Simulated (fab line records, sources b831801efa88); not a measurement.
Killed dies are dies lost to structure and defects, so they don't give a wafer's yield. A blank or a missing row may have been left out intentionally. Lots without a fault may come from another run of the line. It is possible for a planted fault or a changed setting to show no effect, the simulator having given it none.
Which tool was responsible? | flow sky130 | 6 lots, 18 wafers sampled, at 1 step of a route of 708

== WHAT THE GAUGES READ, wafer by wafer ==
SKY_VT_ADJUST_HVTP_CD_MEAS_07 targets a cd of 380 nm.
lot  | measured     | on        | cd-nm (nm)
L211 | day 6 07:49  | cd-sem-01 | 375.1 377.6 376.9
L214 | day 7 04:26  | cd-sem-01 | 382.7 381.8 381.5
L227 | day 10 12:08 | cd-sem-01 | 379.7 380.8 379.0
L229 | day 10 23:20 | cd-sem-02 | 382.4 384.5 383.1
L231 | day 11 12:32 | cd-sem-02 | 383.7 383.1 381.8
L233 | day 12 03:44 | cd-sem-02 | 379.2 378.2 380.4

== TOOL THAT RAN EACH LOT (tool first, then ch and the chambers of the sampled wafers, then the start) ==
Before these readings, the record contains no process step.

== THE ANSWER, worked out from the rows above alone ==
Rule: usual is defined by the lots themselves. The widest of any qualifying gaps counts: lots, ordered by their means at a reading, are off when they make up no more than a third of the lots, leave a main group of 4 or more, and stand apart from it by 3 or more times the standard deviation of that group's means. A main group is skipped when, at the precision printed for the reading in the tables above, its means are all equal. A lot without any number at a reading at which 4 lots or more have one is off too. All remaining lots with rows at the step are treated as sound.
No lot is off on any of the readings shown, so nothing can be concluded from this.

== WHAT WAS PUT IN BY THE SIMULATOR ==
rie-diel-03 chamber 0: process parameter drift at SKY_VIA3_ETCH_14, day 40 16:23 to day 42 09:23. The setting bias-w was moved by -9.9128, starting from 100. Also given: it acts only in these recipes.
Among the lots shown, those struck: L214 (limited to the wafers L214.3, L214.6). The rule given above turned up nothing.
